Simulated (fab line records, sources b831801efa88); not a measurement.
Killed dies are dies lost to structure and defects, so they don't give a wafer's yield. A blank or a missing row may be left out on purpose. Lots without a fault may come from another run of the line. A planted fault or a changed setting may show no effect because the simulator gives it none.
Which tool did it? | flow sky130 | 13 lots, 39 wafers sampled, at 4 steps of a route of 708

WHAT THE GAUGES READ, wafer by wafer
SKY_VIA3_OVL_MEAS_13. Usual: VIA3_OVL 0 nm, standard deviation 4.1.
lot  | measured     | on         | VIA3_OVL (nm) | flag
L745 | day 40 01:01 | overlay-02 | 2 0 -2        |
L746 | day 40 08:00 | overlay-01 | -3 -6 -5      |
L748 | day 41 07:00 | overlay-02 | -4 2 -3       |
L749 | day 42 06:54 | overlay-02 | 1 2 3         |
L751 | day 42 12:02 | overlay-02 | -6 -9 -12     |
L750 | day 42 13:48 | overlay-01 | -3 -3 1       |
L753 | day 43 04:24 | overlay-02 | 32 40 32      | OFF
L754 | day 43 06:21 | overlay-02 | 31 33 30      | OFF
L758 | day 43 16:33 | overlay-01 | 1 -1 0        |
L757 | day 44 01:40 | overlay-01 | -1 -3 -1      |
L764 | day 45 06:15 | overlay-01 | -5 -1 -5      |
L766 | day 46 03:56 | overlay-02 | 4 4 3         |
L768 | day 46 09:17 | overlay-02 | -3 0 -6       |

WHICH TOOL RAN EACH LOT (tool, then ch and the chambers of the sampled wafers, then the start)
lot  | SKY_CAPM_CVD_00                 | SKY_VIA3_CMP_02               | SKY_VIA3_EXPOSE_09
L745 | pecvd-04 ch 1,2, day 36 17:04   | cmp-02 ch 0,1, day 38 22:56   | krf_scanner-02 ch 0, day 39 12:44
L746 | pecvd-03 ch 0,2, day 37 01:21   | cmp-02 ch 1,2,3, day 39 05:19 | krf_scanner-01 ch 0, day 39 20:06
L748 | pecvd-01 ch 0,1,2, day 38 01:19 | cmp-02 ch 2,3, day 40 06:47   | krf_scanner-01 ch 0, day 40 20:21
L749 | pecvd-01 ch 0,1, day 39 01:26   | cmp-01 ch 0,1, day 41 05:43   | krf_scanner-02 ch 0, day 41 19:31
L751 | pecvd-04 ch 0,1,2, day 39 07:04 | cmp-02 ch 0,1,3, day 41 11:15 | krf_scanner-01 ch 0, day 41 23:55
L750 | pecvd-03 ch 0,2, day 39 09:39   | cmp-01 ch 0,1, day 41 12:55   | krf_scanner-01 ch 0, day 42 01:45
L753 | pecvd-04 ch 0,1,2, day 40 02:04 | cmp-02 ch 0,1,2, day 42 03:46 | krf_scanner-01 ch 0, day 42 16:44
L754 | pecvd-01 ch 0,1, day 40 03:56   | cmp-01 ch 0,2,3, day 42 06:15 | krf_scanner-01 ch 0, day 42 19:25
L758 | pecvd-01 ch 0,2, day 40 15:31   | cmp-01 ch 0,1,2, day 42 16:52 | krf_scanner-02 ch 0, day 43 05:05
L757 | pecvd-01 ch 1,2, day 40 23:06   | cmp-02 ch 0,2,3, day 43 02:10 | krf_scanner-02 ch 0, day 43 14:13
L764 | pecvd-03 ch 0,1, day 42 06:00   | cmp-01 ch 0,1,3, day 44 07:26 | krf_scanner-02 ch 0, day 44 19:46
L766 | pecvd-04 ch 0,1,2, day 43 06:29 | cmp-01 ch 0,2,3, day 45 06:11 | krf_scanner-02 ch 0, day 45 18:19
L768 | pecvd-04 ch 0,1,2, day 43 10:52 | cmp-01 ch 1,2,3, day 45 12:47 | krf_scanner-02 ch 0, day 45 23:52
- SKY_CAPM_CVD_00: deposits SiO2, target thk 15.5 nm.
- SKY_VIA3_CMP_02: polishes SiO2.
- SKY_VIA3_EXPOSE_09: exposes mask VIM3, target cd 200 nm.

WHAT THE TOOLS THEMSELVES READ (means of the sampled wafers that have a number; where no wafer has one, the mark that the record gives instead)
SKY_CAPM_CVD_00. Usual: heater_power_w 669 W, standard deviation 110.
lot  | tool     | heater_power_w (W) | flag
L745 | pecvd-04 | 608                |
L746 | pecvd-03 | 813                |
L748 | pecvd-01 | 608                |
L749 | pecvd-01 | 630                |
L751 | pecvd-04 | 660                |
L750 | pecvd-03 | 774                |
L753 | pecvd-04 | 632                |
L754 | pecvd-01 | 669                |
L758 | pecvd-01 | 580                |
L757 | pecvd-01 | 637                |
L764 | pecvd-03 | 761                |
L766 | pecvd-04 | 610                |
L768 | pecvd-04 | 602                |

SKY_VIA3_CMP_02. Usual: motor_current_A 12.3 A, standard deviation 1.5.
lot  | tool   | motor_current_A (A) | flag
L745 | cmp-02 | 13.3                |
L746 | cmp-02 | 13.6                |
L748 | cmp-02 | 13.1                |
L749 | cmp-01 | 11.0                |
L751 | cmp-02 | 13.1                |
L750 | cmp-01 | 10.9                |
L753 | cmp-02 | 13.1                |
L754 | cmp-01 | 11.5                |
L758 | cmp-01 | 12.1                |
L757 | cmp-02 | 12.7                |
L764 | cmp-01 | 11.5                |
L766 | cmp-01 | 11.3                |
L768 | cmp-01 | 12.6                |

THE ANSWER, worked out from the rows above alone
Rule: a lot is off if the mean of its wafers that have a number lies more than 3 standard deviations from the usual mean. A lot without any number at a reading at which 4 lots or more have one is off too. The other lots that the step has rows for count as sound. The gauges are gone through in route order, then the tools' own readings, and for those a lot's mean is taken as printed above. The first step at which some lot is off is used, and at that step the reading that is off furthest; a lot without a number counts as furthest.
Off: L753, L754, at SKY_VIA3_OVL_MEAS_13 (VIA3_OVL).
A tool fits if, at a process step before that reading, it ran every lot that is off, and no sound lot after the first of them. The gauges at SKY_VIA3_OVL_MEAS_13 are tried like those tools. One fits: krf_scanner-01 at SKY_VIA3_EXPOSE_09. Its last sound lot is L750 (day 42 01:45), its first lot that is off L753 (day 42 16:44): a fault that began between those two fits.

WHAT THE SIMULATOR HAD PUT IN
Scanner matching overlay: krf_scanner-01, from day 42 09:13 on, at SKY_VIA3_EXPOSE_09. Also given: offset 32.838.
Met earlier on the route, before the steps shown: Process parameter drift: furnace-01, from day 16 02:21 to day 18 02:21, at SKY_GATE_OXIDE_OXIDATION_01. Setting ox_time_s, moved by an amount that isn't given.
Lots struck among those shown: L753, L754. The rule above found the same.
